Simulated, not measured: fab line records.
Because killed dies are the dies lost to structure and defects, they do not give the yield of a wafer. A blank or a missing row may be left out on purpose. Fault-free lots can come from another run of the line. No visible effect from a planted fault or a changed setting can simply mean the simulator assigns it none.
Which of the tools did it? -- flow gf180mcu -- 6 lots with 18 wafers sampled at 3 steps, on a route of 602 steps

## WHAT EACH GAUGE READ, for each wafer
GF_HV_LDD_CD_MEAS_46: the cd target is 400 nm.
lot,measured,on,cdNm (nm)
L175,day 13 09:49,cdSem-02,397.2 396.3 398.5
L176,day 13 15:41,cdSem-01,400.8 400.8 398.8
L178,day 14 05:04,cdSem-01,402.7 398.7 398.9
L182,day 15 03:47,cdSem-02,395.1 395.9 395.2
L187,day 16 21:37,cdSem-02,400.0 401.6 401.0
L194,day 19 15:43,cdSem-02,309.4 309.9 310.4

## WHICH TOOL RAN EACH LOT (tool, then ch and the chambers of the sampled wafers, then the start)
lot,GF_POLY_GATE_ETCH_12,GF_HV_LDD_DEVELOP_45
L175,"rieDiel-02 ch 0,1,2, day 10 03:17","lithoTrack-03 ch 0, day 13 09:40"
L176,"rieDiel-03 ch 0,2,3, day 10 08:19","lithoTrack-01 ch 0, day 13 15:32"
L178,"rieDiel-04 ch 0,2,3, day 10 21:01","lithoTrack-03 ch 0, day 14 04:55"
L182,"rieDiel-04 ch 0,2,3, day 11 18:23","lithoTrack-01 ch 0, day 15 03:38"
L187,"rieDiel-04 ch 0,2, day 13 06:52","lithoTrack-02 ch 0, day 16 21:28"
L194,"rieDiel-03 ch 0,1,3, day 15 15:13","lithoTrack-01 ch 0, day 19 15:34"
- GF_POLY_GATE_ETCH_12: etches BARC in N2/H2.
- GF_HV_LDD_DEVELOP_45: develop time 60 s.

## THE ANSWER, worked out from the rows above alone
Rule: what is usual is taken from the lots themselves. The widest of any qualifying gaps counts: lots, ordered by their means at a reading, are off when they make up no more than a third of the lots, leave a main group of 4 or more, and stand apart from it by 3 or more times the standard deviation of that group's means. Not used: any main group whose means are identical at the precision the tables above print for the reading. Also off: a lot with no number at a reading for which 4 or more lots have one. The other lots that the step has rows for count as sound.
Off: L194, at GF_HV_LDD_CD_MEAS_46 (cdNm). For the main group the mean is 398.8 nm and the standard deviation 2.1.
If a tool, at a process step before that reading, ran all the lots that are off and no sound lot after the first of them, it fits. Those tools and the gauges at GF_HV_LDD_CD_MEAS_46 are tried in the same way. Can't be told from this: 3 tools fit, rieDiel-03 at GF_POLY_GATE_ETCH_12, lithoTrack-01 at GF_HV_LDD_DEVELOP_45, cdSem-02 at GF_HV_LDD_CD_MEAS_46.

## WHAT HAD BEEN PUT IN BY THE SIMULATOR
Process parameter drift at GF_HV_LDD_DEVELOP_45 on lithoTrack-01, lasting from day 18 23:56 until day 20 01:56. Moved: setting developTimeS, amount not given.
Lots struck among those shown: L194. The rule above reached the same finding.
